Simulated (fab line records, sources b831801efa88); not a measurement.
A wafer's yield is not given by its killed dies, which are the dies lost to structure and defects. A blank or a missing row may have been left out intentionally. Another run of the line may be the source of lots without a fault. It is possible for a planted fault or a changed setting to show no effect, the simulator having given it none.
Which of the tools did it? -- flow gf180mcu -- 14 lots with 42 wafers sampled at 4 steps, on a route of 602 steps

== WHAT THE GAUGES SHOWED, per wafer ==
GF_V5_CD_MEAS_14: target cd 260 nm. Usual: 260.4 nm for cdNm, sd 1.1.
lot,measured,on,cdNm (nm),flag
L734,day 27 04:50,cdSem-01,259.1 260.3 260.2,
L737,day 28 08:46,cdSem-01,259.8 261.3 260.3,
L738,day 28 15:44,cdSem-02,259.4 261.0 259.1,
L739,day 28 22:02,cdSem-01,259.7 258.3 257.8,
L740,day 29 01:51,cdSem-01,262.0 260.9 262.4,
L741,day 29 08:56,cdSem-01,261.7 261.7 261.0,
L742,day 30 00:13,cdSem-02,261.2 262.0 261.7,
L744,day 30 13:20,cdSem-02,261.2 261.4 260.1,
L745,day 30 19:02,cdSem-02,261.1 261.4 260.0,
L746,day 31 14:31,cdSem-02,261.2 261.5 261.3,
L750,day 32 06:47,cdSem-01,261.2 262.4 262.6,
L751,day 32 19:58,cdSem-01,259.9 258.9 260.1,
L754,day 33 02:05,cdSem-01,261.3 260.0 260.3,
L753,day 33 04:31,cdSem-02,260.2 261.1 261.5,

GF_V5_THK_MEAS_25: measures by xrf. Usual: V5_W_THK gives 349 nm (standard deviation 7).
lot,measured,on,V5_W_THK (nm),flag
L734,day 27 06:06,filmMetro-04,349 352 351,
L737,day 28 10:00,filmMetro-02,346 344 345,
L738,day 28 16:55,filmMetro-01,345 349 346,
L739,day 28 23:14,filmMetro-02,348 347 347,
L740,day 29 03:07,filmMetro-02,344 355 342,
L741,day 29 10:09,filmMetro-02,348 350 349,
L742,day 30 01:25,filmMetro-01,347 339 352,
L744,day 30 14:31,filmMetro-04,340 349 337,
L745,day 30 20:15,filmMetro-02,347 337 346,
L746,day 31 15:41,filmMetro-02,348 338 336,
L750,day 32 07:59,filmMetro-02,341 348 337,
L751,day 32 21:07,filmMetro-04,337 341 349,
L754,day 33 03:16,filmMetro-02,348 347 349,
L753,day 33 05:43,filmMetro-04,354 358 361,

== WHICH TOOL RAN EACH LOT (tool, then ch and the chambers of the sampled wafers, then the start) ==
lot,GF_SALICIDE_SPUTTER_02,GF_V5_ETCH_17
L734,"pvdSputter-03, day 15 03:38","rieDiel-01 ch 0,2,3, day 27 06:06 or earlier"
L737,"pvdSputter-03, day 16 07:20","rieDiel-02 ch 1,2, day 28 10:00 or earlier"
L738,"pvdSputter-02, day 16 15:54","rieDiel-01 ch 0,1,2, day 28 16:55 or earlier"
L739,"pvdSputter-01, day 16 23:08","rieDiel-02 ch 2,3, day 28 23:14 or earlier"
L740,"pvdSputter-01, day 17 05:26","rieDiel-01 ch 0,1, day 29 03:07 or earlier"
L741,"pvdSputter-01, day 17 15:05","rieDiel-04 ch 2,3, day 29 10:09 or earlier"
L742,"pvdSputter-02, day 18 01:07","rieDiel-02 ch 1,2,3, day 30 01:25 or earlier"
L744,"pvdSputter-03, day 19 01:23","rieDiel-04 ch 1,2, day 30 14:31 or earlier"
L745,"pvdSputter-03, day 19 10:04","rieDiel-02 ch 0,1,3, day 30 20:15 or earlier"
L746,"pvdSputter-03, day 20 11:52","rieDiel-04 ch 1,2, day 31 15:41 or earlier"
L750,"pvdSputter-01, day 21 12:18","rieDiel-02 ch 1,2,3, day 32 07:59 or earlier"
L751,"pvdSputter-01, day 22 04:23","rieDiel-02 ch 1,2,3, day 32 21:07 or earlier"
L754,"pvdSputter-02, day 22 10:14","rieDiel-04 ch 0,2, day 33 03:16 or earlier"
L753,"pvdSputter-01, day 22 13:19","rieDiel-01 ch 0,2, day 33 05:43 or earlier"
- GF_SALICIDE_SPUTTER_02: material Co, target thk 10 nm, time 20 s.
- GF_V5_ETCH_17: etches SiO2 in C4F8/O2/Ar, stops on TiN, target depth 855 nm.

== AS READ BY THE TOOLS THEMSELVES (means over the sampled wafers that have a number; for cases with no such wafer, the mark the record gives instead) ==
GF_SALICIDE_SPUTTER_02. Usual: 30.6 % for throttleValvePct, sd 0.93.
lot,tool,throttleValvePct (%),flag
L734,pvdSputter-03,31.9,
L737,pvdSputter-03,31.5,
L738,pvdSputter-02,30.9,
L739,pvdSputter-01,29.7,
L740,pvdSputter-01,30.0,
L741,pvdSputter-01,29.5,
L742,pvdSputter-02,30.9,
L744,pvdSputter-03,31.5,
L745,pvdSputter-03,30.8,
L746,pvdSputter-03,31.6,
L750,pvdSputter-01,30.0,
L751,pvdSputter-01,29.6,
L754,pvdSputter-02,30.9,
L753,pvdSputter-01,30.1,

GF_V5_ETCH_17. Usual: 0.859 a.u. for oesProductAu, sd 0.0043.
lot,tool,oesProductAu (a.u.),flag
L734,rieDiel-01,0.857,
L737,rieDiel-02,0.851,
L738,rieDiel-01,0.857,
L739,rieDiel-02,0.863,
L740,rieDiel-01,0.855,
L741,rieDiel-04,0.859,
L742,rieDiel-02,0.860,
L744,rieDiel-04,0.857,
L745,rieDiel-02,0.859,
L746,rieDiel-04,0.861,
L750,rieDiel-02,0.858,
L751,rieDiel-02,0.856,
L754,rieDiel-04,0.858,
L753,rieDiel-01,0.858,

== THE ANSWER, worked out from the rows above alone ==
Rule: lot off if the mean of its wafers having a number is beyond 3 standard deviations from the usual mean. Also off: a lot with no number at a reading for which 4 or more lots have one. All remaining lots with rows at the step are treated as sound. First the gauges in route order, then the tools' own readings, where a lot's mean is used as printed above. At the first step where some lot is off, the reading lying furthest off is the one used; lots without a number count as furthest.
Nothing can be told from this: no lot is off at any reading shown.

== WHAT WAS PUT IN BY THE SIMULATOR ==
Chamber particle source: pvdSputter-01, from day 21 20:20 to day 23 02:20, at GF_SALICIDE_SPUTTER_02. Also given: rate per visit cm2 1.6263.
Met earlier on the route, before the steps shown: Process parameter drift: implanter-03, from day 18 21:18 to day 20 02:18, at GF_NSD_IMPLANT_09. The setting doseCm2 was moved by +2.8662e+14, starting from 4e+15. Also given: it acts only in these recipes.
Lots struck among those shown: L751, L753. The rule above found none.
